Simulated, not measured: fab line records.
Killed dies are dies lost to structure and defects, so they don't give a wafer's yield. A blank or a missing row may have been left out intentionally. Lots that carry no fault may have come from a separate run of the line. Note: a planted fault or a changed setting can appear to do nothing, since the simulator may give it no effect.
Chamber matching	flow sky130	4 sister chambers for SKY_VIA3_ETCH_15 on rie_diel-04
The step etches SiO2 in C4F8/O2/Ar, stops on TiN, target depth 507 nm, time 78 s. 4 wafers are shown with their chamber, then 7 later ones without.

EACH WAFER AND ITS CHAMBER
wafer	chamber	chamber_pressure_mTorr (mTorr)
L953.1	3	39.98
L953.3	0	40.07
L957.2	1	39.99
L957.4	2	40.02

WAFERS MISSING THEIR CHAMBER
wafer	chamber_pressure_mTorr (mTorr)
L957.6	40.06
L958.2	39.98
L958.3	40.04
L958.5	40.02
L960.1	40.00
L960.3	40.00
L960.5	40.01

WHICH CHAMBER EACH ONE RAN IN
wafer	from the rows above	in truth
L957.6	0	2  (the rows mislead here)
L958.2	can't be placed: 3 or 1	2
L958.3	can't be placed: 2 or 0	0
L958.5	2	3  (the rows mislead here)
L960.1	can't be placed: 1 or 2 or 3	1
L960.3	can't be placed: 1 or 2 or 3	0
L960.5	can't be placed: 2 or 1 or 3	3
Placed correctly: 0 of 7. These rows do not allow placing 5 (true chamber among the candidates in 3). 2 placed wrongly.
How it was worked out, from the rows above alone: a wafer's distance from a chamber is the root of the sum, over the readings, of the square of ((its reading less the chamber's mean) divided by the reading's scatter). If the next closest chamber is less than 2 further off than the closest, the wafer can't be placed; otherwise it belongs to the closest. The mean given for a chamber averages the wafers shown for that chamber. The scatter (one wafer shown for each chamber): square how far every hidden wafer sits from the nearest shown wafer, average those squares and take the square root.
